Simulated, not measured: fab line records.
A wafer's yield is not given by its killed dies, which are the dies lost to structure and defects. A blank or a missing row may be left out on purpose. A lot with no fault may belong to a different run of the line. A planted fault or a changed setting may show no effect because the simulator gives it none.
One fault through the eyes of 2 desks :: flow sfq_line :: each desk has only its own numbers; what lay behind them comes last

== THE TOOL OWNER'S DESK: krf_scanner-02 ==
The tool's own readings at SFQ_TRILAYER_I7_VIA_LITHO_EXPOSE_188 (exposes mask I7, target cd 1000 nm): means of the sampled wafers that have a number, for each lot that ran on this tool. The brackets show how far a lot's mean lies from the usual mean; more than 4 standard deviations puts the lot out of limits, marked OUT.
Columns: A = exposure_dose_mJ_cm2 at SFQ_TRILAYER_I7_VIA_LITHO_EXPOSE_188, usual 21.302; B = focus_offset_nm at SFQ_TRILAYER_I7_VIA_LITHO_EXPOSE_188, usual 0.1 nm
lot: L691
first seen here: day 86 19:17
A: 21.301
B: 0.1

lot: L699
first seen here: day 88 13:32
A: 15.538 (-99 or more) OUT
B: -0.4

lot: L700
first seen here: day 88 21:20
A: 15.561 (-99 or more) OUT
B: 0.0

lot: L701
first seen here: day 89 02:08
A: 15.549 (-99 or more) OUT
B: 0.0
This desk's verdict: out of limits on L699, L700, L701, starting with L699 at day 88 13:32 (exposure_dose_mJ_cm2 at SFQ_TRILAYER_I7_VIA_LITHO_EXPOSE_188). L691: within limits.

== METROLOGY DESK ==
What the gauges read for every lot (on any tool): the sampled wafers with a number, averaged. The brackets show how far a lot's mean lies from the usual mean; more than 4 standard deviations puts the lot out of limits, marked OUT.
Columns: A = M7_OVL at SFQ_M7_OVL_MEAS_945, usual -3 nm; B = I7_BOW at SFQ_I7_BOW_MEAS_946, usual 9 um; C = I7_OVL at SFQ_I7_OVL_MEAS_947, usual 1 nm
lot: L691
first seen here: day 82 13:32
A: -9
B: 22
C: 6

lot: L697
first seen here: day 83 23:52
A: -3
B: 25
C: 2

lot: L699
first seen here: day 84 05:53
A: -3
B: 20
C: 1

lot: L700
first seen here: day 84 15:28
A: 3
B: -4
C: 4

lot: L701
first seen here: day 84 22:47
A: -4
B: 20
C: 2

lot: L712
first seen here: day 90 11:50
A: -4
B: 26
C: -4

lot: L713
first seen here: day 90 14:21
A: -5
B: 14
C: -5
Finding of this desk: none of the 7 lots has anything out of limits.

== TAKEN TOGETHER ==
The tool owner's desk had the chance to raise an alarm at day 88 13:32 on L699, L700, L701.
Nothing out of limits was seen by the metrology desk.
The metrology desk has L699, L700, L701 on record, within its limits.
Every lot named ran SFQ_TRILAYER_I7_VIA_LITHO_EXPOSE_188 on krf_scanner-02.

== WHAT THE SIMULATOR HAD PUT IN ==
Process parameters drifting: krf_scanner-02 at SFQ_TRILAYER_I7_VIA_LITHO_EXPOSE_188, beginning at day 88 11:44. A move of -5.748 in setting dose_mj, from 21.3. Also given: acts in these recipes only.
Shown lots that were struck: L699, L700, L701.
Time in hours from fault onset to the first out-of-limits reading at each desk: the tool owner's desk, 2.
